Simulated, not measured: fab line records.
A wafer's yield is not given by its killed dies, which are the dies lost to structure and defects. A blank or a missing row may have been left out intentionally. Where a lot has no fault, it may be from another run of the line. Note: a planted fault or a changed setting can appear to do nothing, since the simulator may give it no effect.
fab line records ; flow sky130
record lots=15; wafers=43; lastDay=52
route steps=708 shown VIA3@589 METAL4@631 VIA4@641 METAL5@661
lots untouched by any fault: they come from a run of this same line in which no faults occurred
startH: hours from the record's opening day to when the first of the lot's shown wafers began ; waitH: hours since the lot's step before ; " as in the row above ; L1.1+2: a row that stands for several wafers ; - no value, or no start was given ; * or withheld: withheld ; < > ~ a bound
route shown NAME@n: names a module that has steps shown in the file, with the first one's number in the route ; usual: mean and standard deviation over wafers with no fault ; same: alike in all rows ; chamber/n: place in a boat ; sites: per-site readings ; _std_site: the values' standard deviation ; _edge_site: inner sites' mean taken away from outer sites' mean ; radiusMm: how far each site lies from the wafer's centre ; mask NAME#n: copy n ; behind: the tool/chamber that last shaped the wafer ; hold: why the lot was held/for how many hours/how that ended ; device: whichever transistor did not switch (one of n, p or np) ; end of line: tests run on the same wafers once the route is complete ; a step given without rows: its recipe and nothing more ; killed: count of dies lost to structure and defects at first sort (not the wafer's yield) ; map: a wafer's dies, marking killed ones x, the rest . and places with no die _
set.NAME: the setting the step ran with; set.NAME@STEP: the setting that earlier step ran with ; model.NAME: the simulator's own value behind a step, which no gauge read
steps of the route over a sample of lots; a table a step, a row a wafer
services: a tool's chamber out of use, with start hour (startH, from the record's first day; less than 0 if before it), hours out, and reason
## steps
# step SKY_VIA3_STRIP_16
# recipe chemistry=O2/N2; powerW=1400; pressureMtorr=1500; platenTempC=withheld; o2FlowSccm=3000; n2FlowSccm=300; overashFraction=0.5
# usual chamberPressureMTorr=1500.2/1.5; drypumpMotorCurrentA=5.63/0.25; oesProductAu=0.403/0.0045; stripTimeToEndpointS=4.13/0.04
lot.wafer;tool;chamber;startH;waitH;chamberPressureMTorr;drypumpMotorCurrentA;oesProductAu;rfHoursCounterH;stripTimeToEndpointS
L285.1;plasmaAsher-03;0;969.10;0.0;1500.9;5.48;0.391;105;4.05
L285.3;plasmaAsher-03;1;969.10;0.0;1500.6;5.15;0.402;-;4.18
L285.5;plasmaAsher-03;1;969.10;0.0;1501.9;5.15;0.403;-;4.07
L286.1;plasmaAsher-02;0;973.93;0.0;1499.3;5.79;0.411;24;4.18
L286.4;plasmaAsher-02;0;973.93;0.0;1499.7;5.79;0.402;-;4.07
L286.5;plasmaAsher-02;1;973.93;0.0;1503.4;5.79;0.398;-;4.05
L287.2;plasmaAsher-04;1;976.98;0.0;1499.1;5.81;0.400;84;4.17
L287.4;plasmaAsher-04;0;976.98;0.0;1501.6;5.81;0.400;-;4.10
L287.5;plasmaAsher-04;1;976.98;0.0;1501.5;5.82;0.396;-;4.15
L288.2;plasmaAsher-03;1;987.13;0.0;1500.3;5.15;0.399;107;4.08
L288.3;plasmaAsher-03;1;987.13;0.0;1503.1;5.11;0.401;-;4.12
L288.6;plasmaAsher-03;1;987.13;0.0;1502.6;5.15;0.397;-;4.07
L289.2;plasmaAsher-04;1;988.28;0.0;1499.9;5.77;0.408;86;4.18
L289.4;plasmaAsher-04;0;988.28;0.0;1500.9;5.83;0.397;-;4.15
L289.6;plasmaAsher-04;1;988.28;0.0;1499.8;5.78;0.408;-;4.15
L290.1;plasmaAsher-04;0;990.68;0.0;1495.3;5.78;0.400;86;4.13
L290.2;plasmaAsher-04;1;990.68;0.0;1502.0;5.77;0.397;86;4.17
L290.3;plasmaAsher-04;0;990.68;0.0;1499.7;5.77;0.394;-;4.04
L291.1;plasmaAsher-03;1;991.03;0.0;1500.7;5.16;0.399;108;4.16
L291.2;plasmaAsher-03;0;991.03;0.0;1499.7;5.47;0.405;108;4.19
L291.4;plasmaAsher-03;1;991.03;0.0;1500.2;5.15;0.408;-;4.15
L294.2;plasmaAsher-04;1;991.38;0.0;1500.7;5.77;0.398;87;4.05
L294.4;plasmaAsher-04;0;991.38;0.0;1498.3;5.78;0.405;-;4.14
L294.6;plasmaAsher-04;0;991.38;0.0;1499.8;5.78;0.402;-;4.09
L293.1;plasmaAsher-04;1;992.15;0.0;1496.8;5.79;0.399;87;4.17
L293.4;plasmaAsher-04;1;992.15;0.0;1503.8;5.83;0.407;-;4.22
L293.5;plasmaAsher-04;1;992.15;0.0;1499.9;5.77;0.401;-;4.20
L297.2;plasmaAsher-04;1;1000.52;0.0;1497.0;5.84;0.408;88;4.10
L297.4;plasmaAsher-04;0;1000.52;0.0;1501.8;5.82;0.406;-;4.10
L297.6;plasmaAsher-04;1;1000.52;0.0;1501.4;5.82;0.405;-;4.10
L299.2;plasmaAsher-02;0;1108.81;0.0;1500.6;5.79;0.398;30;4.15
L299.4;plasmaAsher-02;0;1108.81;0.0;1499.8;5.79;0.402;-;4.12
L299.5;plasmaAsher-02;0;1108.81;0.0;1499.2;5.80;0.404;-;4.18
L303.1;plasmaAsher-03;0;1121.53;0.0;1500.4;5.46;0.408;5;4.12
L303.2;plasmaAsher-03;1;1121.53;0.0;1500.5;5.15;0.405;5;4.10
L303.4;plasmaAsher-03;1;1121.53;0.0;1500.8;5.15;0.400;-;4.11
L302.2;plasmaAsher-02;1;1123.11;0.0;1499.6;5.78;0.405;31;4.13
L302.5;plasmaAsher-02;0;1123.11;0.0;1501.2;5.81;0.409;-;4.17
L301.1;plasmaAsher-03;0;1125.45;0.0;1501.0;5.45;0.405;6;4.16
L301.2;plasmaAsher-03;1;1125.45;0.0;1498.7;5.14;0.399;6;4.14
L308.1;plasmaAsher-04;1;1128.02;0.0;1500.0;5.83;0.411;104;4.14
L308.3;plasmaAsher-04;0;1128.02;0.0;1498.7;5.77;0.404;-;4.12
L308.4;plasmaAsher-04;1;1128.02;0.0;1501.7;5.77;0.405;-;4.11
# step SKY_METAL4_DESCUM_15
# recipe chemistry=O2; sourcePowerW=150; biasPowerW=0; pressureMtorr=10; tempC=40; timeS=8
# usual chamberPressureMTorr=9.999/0.0089; drypumpMotorCurrentA=5.6/0.33; oesProductAu=0.995/0.014
# same biasPowerW=0
lot.wafer;tool;chamber;startH;waitH;chamberPressureMTorr;drypumpMotorCurrentA;oesProductAu;rfHoursCounterH
L285.1;rieMetal-02;0;1021.93;0.0;10.000;5.9;0.977;18
L285.3;rieMetal-02;0;1021.93;0.0;9.984;5.9;0.988;-
L285.5;rieMetal-02;0;1021.93;0.0;10.001;5.9;0.988;-
L286.1;rieMetal-03;1;1027.23;0.0;10.008;5.0;0.978;21
L286.4;rieMetal-03;1;1027.23;0.0;9.999;5.0;0.980;-
L286.5;rieMetal-03;1;1027.23;0.0;10.004;5.0;0.979;-
L287.2;rieMetal-03;1;1030.68;0.0;9.992;5.0;0.988;22
L287.4;rieMetal-03;1;1030.68;0.0;9.994;5.0;0.987;-
L287.5;rieMetal-03;1;1030.68;0.0;10.005;5.0;0.983;-
L288.2;rieMetal-04;0;1039.40;0.0;10.005;5.9;0.986;16
L288.3;rieMetal-04;1;1039.40;0.0;9.992;5.7;1.021;-
L288.6;rieMetal-04;1;1039.40;0.0;10.010;5.7;1.021;-
L289.2;rieMetal-03;1;1040.13;0.0;10.011;5.0;0.988;23
L289.4;rieMetal-03;0;1040.13;0.0;9.990;5.7;1.008;-
L289.6;rieMetal-03;1;1040.13;0.0;10.013;5.0;0.986;-
L290.1;rieMetal-02;0;1042.58;0.0;9.996;5.9;0.985;19
L290.2;rieMetal-02;1;1042.58;0.0;9.998;5.5;1.003;0
L290.3;rieMetal-02;1;1042.58;0.0;10.002;5.6;0.993;-
L291.1;rieMetal-02;0;1042.93;0.0;9.985;5.9;0.976;19
L291.2;rieMetal-02;1;1042.93;0.0;10.005;5.5;0.988;0
L291.4;rieMetal-02;1;1042.93;0.0;9.999;5.5;0.996;-
L294.2;rieMetal-04;1;1043.00;0.0;9.989;5.8;1.008;7
L294.4;rieMetal-04;1;1043.00;0.0;10.017;5.7;1.016;-
L294.6;rieMetal-04;1;1043.00;0.0;10.002;5.7;1.007;-
L293.1;rieMetal-04;0;1043.33;0.0;9.989;5.9;0.988;17
L293.4;rieMetal-04;1;1043.33;0.0;9.991;5.7;1.018;-
L293.5;rieMetal-04;1;1043.33;0.0;9.998;5.7;1.021;-
L297.2;rieMetal-04;0;1052.68;0.0;9.979;5.9;0.971;17
L297.4;rieMetal-04;1;1052.68;0.0;9.988;5.7;1.009;-
L297.6;rieMetal-04;0;1052.68;0.0;10.005;5.9;0.964;-
L299.2;rieMetal-03;0;1151.98;0.0;9.993;5.7;1.032;26
L299.4;rieMetal-03;0;1151.98;0.0;10.011;5.7;1.028;-
L299.5;rieMetal-03;0;1151.98;0.0;9.988;5.7;1.030;-
L303.1;rieMetal-02;1;1162.63;0.0;10.007;5.5;1.002;7
L303.2;rieMetal-02;0;1162.63;0.0;9.992;5.9;0.987;25
L303.4;rieMetal-02;0;1162.63;0.0;10.005;5.9;0.999;-
L302.2;rieMetal-03;1;1164.09;0.0;10.011;5.0;0.983;-
L302.5;rieMetal-03;1;1164.09;0.0;10.008;5.0;0.992;-
L301.1;rieMetal-04;1;1165.48;0.0;10.003;5.6;1.019;15
L301.2;rieMetal-04;0;1165.48;0.0;10.002;5.9;0.973;24
L308.1;rieMetal-02;1;1167.47;0.0;10.005;5.6;1.008;8
L308.3;rieMetal-02;1;1167.47;0.0;9.992;5.5;1.002;-
L308.4;rieMetal-02;1;1167.47;0.0;9.997;5.5;1.009;-
# step SKY_VIA4_CMP_02
# recipe material=SiO2; downForcePsi=4; platenRpm=60; padVelocityMS=0.94248
# usual motorCurrentA=12.4/0.98; slurryFlowMlMin=150.0/0.52
lot.wafer;tool;chamber;startH;waitH;motorCurrentA;slurryFlowMlMin
L285.1;cmp-01;3;1023.32;0.1;11.8;151.1
L285.3;cmp-01;0;1023.32;0.1;13.3;149.6
L285.5;cmp-01;2;1023.32;0.1;14.4;149.8
L286.4;cmp-02;0;1028.69;0.0;11.2;149.3
L286.1;cmp-02;3;1028.69;0.0;12.2;149.2
L286.5;cmp-02;0;1028.69;0.0;11.5;149.8
L287.4;cmp-02;1;1031.88;0.1;12.3;149.4
L287.2;cmp-02;3;1031.88;0.1;11.8;150.4
L287.5;cmp-02;0;1031.88;0.1;11.3;150.3
L288.2;cmp-01;3;1040.68;0.1;11.5;149.9
L288.3;cmp-01;0;1040.68;0.1;13.4;149.2
L288.6;cmp-01;3;1040.68;0.1;12.4;150.1
L289.2;cmp-02;1;1041.36;0.0;11.9;150.8
L289.4;cmp-02;2;1041.36;0.0;13.5;150.6
L289.6;cmp-02;1;1041.36;0.0;12.5;150.8
L291.4;cmp-01;3;1044.08;0.0;11.8;149.3
L291.1;cmp-01;0;1044.08;0.0;13.3;149.4
L291.2;cmp-01;2;1044.08;0.0;14.1;149.6
L290.3;cmp-02;0;1044.16;0.0;10.8;150.1
L290.2;cmp-02;1;1044.16;0.0;11.9;149.6
L290.1;cmp-02;2;1044.16;0.0;12.9;150.3
L294.2;cmp-01;0;1044.48;0.3;13.7;150.9
L294.4;cmp-01;1;1044.48;0.3;11.3;150.1
L294.6;cmp-01;2;1044.48;0.3;14.1;149.6
L293.4;cmp-01;1;1044.88;0.0;10.7;150.3
L293.1;cmp-01;0;1044.88;0.0;13.5;150.0
L293.5;cmp-01;1;1044.88;0.0;11.2;149.6
L297.4;cmp-02;0;1053.85;0.0;10.8;149.5
L297.2;cmp-02;1;1053.85;0.0;12.6;150.7
L297.6;cmp-02;0;1053.85;0.0;11.0;150.1
L299.2;cmp-01;2;1153.23;0.1;13.9;149.3
L299.4;cmp-01;3;1153.23;0.1;12.2;148.5
L299.5;cmp-01;1;1153.23;0.1;11.3;149.5
L303.4;cmp-02;3;1164.00;0.0;12.4;151.0
L303.1;cmp-02;1;1164.00;0.0;12.0;150.1
L303.2;cmp-02;2;1164.00;0.0;13.2;150.2
L302.2;cmp-02;0;1165.38;0.0;10.8;150.2
L302.5;cmp-02;0;1165.38;0.0;11.1;149.5
L301.2;cmp-02;3;1167.39;0.6;12.8;150.1
L301.1;cmp-02;1;1167.39;0.6;11.3;149.8
L308.3;cmp-01;3;1169.27;0.4;11.5;150.3
L308.1;cmp-01;0;1169.27;0.4;13.6;150.5
L308.4;cmp-01;2;1169.27;0.4;13.8;149.6
# step SKY_VIA4_ETCH_12
# recipe target=SiO2; chemistry=C4F8/O2/Ar; stopOn=TiN; maskMaterial=NOVOLAK; sourceW=1500; biasW=1200; pressureMtorr=40; c4f8FlowSccm=withheld; O2_flow_sccm=6; Ar_flow_sccm=300; timeS=withheld; targetDepthA=5800
# usual chamberPressureMTorr=40.00/0.036; oesProductAu=0.926/0.0048
lot.wafer;tool;chamber;startH;waitH;chamberPressureMTorr;oesProductAu
L285.1;rieDiel-01;3;1046.73;0.0;40.03;0.926
L285.3;rieDiel-01;1;1046.73;0.0;40.02;0.924
L285.5;rieDiel-01;0;1046.73;0.0;40.02;0.932
L286.1;rieDiel-01;3;1052.46;0.0;40.07;0.921
L286.4;rieDiel-01;3;1052.46;0.0;40.01;0.926
L286.5;rieDiel-01;2;1052.46;0.0;40.01;0.927
L287.2;rieDiel-02;3;1055.93;0.0;39.98;0.920
L287.4;rieDiel-02;2;1055.93;0.0;40.00;0.934
L287.5;rieDiel-02;1;1055.93;0.0;39.96;0.931
L288.2;rieDiel-03;2;1064.78;0.0;40.02;0.924
L288.3;rieDiel-03;1;1064.78;0.0;40.03;0.935
L288.6;rieDiel-03;2;1064.78;0.0;40.04;0.925
L289.2;rieDiel-02;0;1064.98;0.0;39.96;0.924
L289.4;rieDiel-02;1;1064.98;0.0;39.98;0.918
L289.6;rieDiel-02;3;1064.98;0.0;39.97;0.923
L291.1;rieDiel-02;2;1067.63;0.0;40.01;0.921
L291.2;rieDiel-02;0;1067.63;0.0;40.03;0.926
L291.4;rieDiel-02;1;1067.63;0.0;40.03;0.936
L290.1;rieDiel-01;3;1067.76;0.0;40.05;0.936
L290.2;rieDiel-01;0;1067.76;0.0;39.98;0.928
L290.3;rieDiel-01;2;1067.76;0.0;39.93;0.927
L294.2;rieDiel-03;1;1067.93;0.0;39.99;0.918
L294.4;rieDiel-03;0;1067.93;0.0;40.00;0.916
L294.6;rieDiel-03;1;1067.93;0.0;40.05;0.928
L293.1;rieDiel-02;3;1068.41;0.0;39.94;0.933
L293.4;rieDiel-02;0;1068.41;0.0;40.00;0.920
L293.5;rieDiel-02;0;1068.41;0.0;40.02;0.923
L297.2;rieDiel-03;0;1076.53;0.0;40.05;0.924
L297.4;rieDiel-03;2;1076.53;0.0;40.02;0.925
L297.6;rieDiel-03;1;1076.53;0.0;39.95;0.935
L299.2;rieDiel-01;0;1171.78;0.0;39.94;0.926
L299.4;rieDiel-01;1;1171.78;0.0;40.01;0.930
L299.5;rieDiel-01;1;1171.78;0.0;39.95;0.920
L303.1;rieDiel-03;0;1181.28;0.0;39.98;0.982
L303.2;rieDiel-03;3;1181.28;0.0;39.97;0.974
L303.4;rieDiel-03;2;1181.28;0.0;39.95;0.921
L302.2;rieDiel-01;0;1183.11;0.0;39.98;0.982
L302.5;rieDiel-01;3;1183.11;0.0;40.04;0.931
L301.1;rieDiel-02;2;1184.73;0.0;39.98;0.971
L301.2;rieDiel-02;0;1184.73;0.0;39.99;0.972
L308.1;rieDiel-03;2;1186.66;0.0;39.97;0.933
L308.3;rieDiel-03;1;1186.66;0.0;39.98;0.921
L308.4;rieDiel-03;3;1186.66;0.0;40.03;0.928
# step SKY_METAL5_SPUTTER_00
# recipe material=Ti; targetThkNm=15; powerW=3000; timeS=10; chamberPressurePa=0.4
# usual throttleValvePct=29.8/1.2
lot.wafer;tool;chamber;startH;waitH;throttleValvePct
L285.1;pvdSputter-02;-;1048.44;0.2;30.1
L285.3;pvdSputter-02;-;1048.44;0.2;29.7
L285.5;pvdSputter-02;-;1048.44;0.2;30.1
L286.1;pvdSputter-02;-;1053.83;0.2;29.9
L286.4;pvdSputter-02;-;1053.83;0.2;30.0
L286.5;pvdSputter-02;-;1053.83;0.2;29.9
L287.2;pvdSputter-04;-;1057.29;0.2;29.1
L287.4;pvdSputter-04;-;1057.29;0.2;32.6
L287.5;pvdSputter-04;-;1057.29;0.2;32.7
L288.2;pvdSputter-01;-;1066.14;0.1;28.2
L288.3;pvdSputter-01;-;1066.14;0.1;29.6
L288.6;pvdSputter-01;-;1066.14;0.1;28.2
L289.2;pvdSputter-02;-;1066.34;0.1;30.4
L289.4;pvdSputter-02;-;1066.34;0.1;30.1
L289.6;pvdSputter-02;-;1066.34;0.1;30.8
L291.1;pvdSputter-02;-;1069.09;0.2;30.5
L291.2;pvdSputter-02;-;1069.09;0.2;30.2
L291.4;pvdSputter-02;-;1069.09;0.2;30.4
L290.1;pvdSputter-04;-;1069.29;0.2;32.7
L290.2;pvdSputter-04;-;1069.29;0.2;29.2
L290.3;pvdSputter-04;-;1069.29;0.2;29.7
L294.2;pvdSputter-01;-;1069.39;0.2;29.0
L294.4;pvdSputter-01;-;1069.39;0.2;29.7
L294.6;pvdSputter-01;-;1069.39;0.2;28.6
L293.1;pvdSputter-02;-;1069.77;0.1;30.2
L293.4;pvdSputter-02;-;1069.77;0.1;30.1
L293.5;pvdSputter-02;-;1069.77;0.1;28.6
L297.2;pvdSputter-04;-;1077.93;0.2;32.5
L297.4;pvdSputter-04;-;1077.93;0.2;29.3
L297.6;pvdSputter-04;-;1077.93;0.2;32.7
L299.2;pvdSputter-04;-;1173.19;0.1;29.5
L299.4;pvdSputter-04;-;1173.19;0.1;32.4
L299.5;pvdSputter-04;-;1173.19;0.1;32.6
L303.1;pvdSputter-02;-;1182.74;0.1;29.6
L303.2;pvdSputter-02;-;1182.74;0.1;28.5
L303.4;pvdSputter-02;-;1182.74;0.1;30.8
L302.2;pvdSputter-02;-;1184.46;0.1;29.6
L302.5;pvdSputter-02;-;1184.46;0.1;28.5
L301.1;pvdSputter-01;-;1186.09;0.1;28.7
L301.2;pvdSputter-01;-;1186.09;0.1;29.1
L308.1;pvdSputter-04;-;1188.09;0.2;29.7
L308.3;pvdSputter-04;-;1188.09;0.2;32.8
L308.4;pvdSputter-04;-;1188.09;0.2;29.3
## services
tool;chamber;startH;hours;kind
rieDiel-03;1;957.67;6.3;repair
pvdSputter-02;-;980.89;4.8;repair
rieMetal-04;-;996.06;2.8;pm
rieDiel-03;2;1002.02;9.2;repair
plasmaAsher-04;-;1002.74;1.3;repair
rieDiel-01;1;1004.00;16.7;repair
cmp-01;-;1005.91;0.6;repair
cmp-01;-;1006.19;1.1;repair
rieMetal-03;0;1016.75;12.1;repair
pvdSputter-02;-;1016.92;1.2;repair
rieMetal-02;-;1017.20;0.5;repair
cmp-01;-;1025.01;0.5;repair
pvdSputter-04;-;1035.67;1.0;repair
plasmaAsher-03;-;1055.25;9.0;pm
pvdSputter-04;-;1064.81;2.5;repair
rieDiel-01;-;1070.12;2.8;pm
rieMetal-04;-;1082.36;14.6;pm
cmp-02;-;1084.15;4.0;pm
rieMetal-02;-;1104.26;14.6;pm
pvdSputter-04;-;1107.19;1.0;repair
cmp-02;-;1152.42;0.9;repair
cmp-02;-;1155.33;0.5;repair
cmp-01;-;1165.58;3.1;repair
cmp-02;-;1178.79;0.6;repair
## key
firstSign step=SKY_VIA4_ETCH_12; reading=oesProductAu; direction=up; sigmas=11; usual=0.926; struck=0.976
effect none on later readings
metAt SKY_VIA4_CMP_02
struckLots L301,L302,L303
struckWafers L301.1,L301.2,L302.2,L303.1,L303.2
sortLeftOut L301.1,L301.2,L302.2,L303.1,L303.2
notActingAt SKY_VIA3_STRIP_16,SKY_METAL4_DESCUM_15,SKY_METAL5_SPUTTER_00
onsetBetween 1053.85 1164.00
fault kind=processParameterDrift; tool=cmp-02; chamber=-; onsetH=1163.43; steps=SKY_VIA4_CMP_02; channel=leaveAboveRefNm; offset=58; shape=step; endH=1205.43; scope=struckWafersOnly; actsIn=theseRecipesOnly; stated=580
# sortLeftOut: the simulated sort isn't trusted on such a fault, so these wafers' sort isn't shown, and their yield isn't known
